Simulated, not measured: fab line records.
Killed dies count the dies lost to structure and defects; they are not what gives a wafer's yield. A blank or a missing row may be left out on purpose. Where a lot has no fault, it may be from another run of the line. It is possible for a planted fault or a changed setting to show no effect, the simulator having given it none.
Chamber matching | flow sky130 | 4 sister chambers for SKY_LI_CONTACT_ETCH_14 on rieDiel-01
The step etches BARC in N2/H2, stops on SiO2, time 45.9 s, target depth 60 nm. 4 wafers are shown with their chamber, then 7 later ones without.

== WAFERS WITH THEIR CHAMBER ==
wafer  | chamber | drypumpMotorCurrentA (A)
L088.4 | 2       | 5.4
L089.2 | 0       | 6.2
L093.2 | 3       | 6.2
L093.4 | 1       | 5.2

== WAFERS WHOSE CHAMBER IS MISSING ==
wafer  | drypumpMotorCurrentA (A)
L093.6 | 5.4
L095.1 | 6.2
L095.3 | 6.2
L095.6 | 6.3
L097.1 | 5.3
L097.3 | 6.3
L097.6 | 6.2

== WHICH CHAMBER EACH WENT THROUGH ==
wafer  | from the rows above     | in truth
L093.6 | 2                       | 2
L095.1 | can't be placed: 0 or 3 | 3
L095.3 | can't be placed: 0 or 3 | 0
L095.6 | can't be placed: 0 or 3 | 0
L097.1 | can't be placed: 1 or 2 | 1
L097.3 | can't be placed: 0 or 3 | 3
L097.6 | can't be placed: 0 or 3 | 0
Placed correctly: 1 of 7. Not placeable from these rows: 6 (in 6, the candidates include the true chamber). Wrongly placed: 0.
How it was worked out, from the rows above alone: a wafer's distance from a chamber is the root of the sum, over the readings, of the square of ((its reading less the chamber's mean) divided by the reading's scatter). The wafer belongs to the nearest chamber; if the next one is less than 2 further off, it can't be placed. For every chamber, the mean is computed from those of its wafers that are shown. The scatter: root of mean squared gap, hidden wafer to nearest shown wafer, with one shown wafer a chamber.
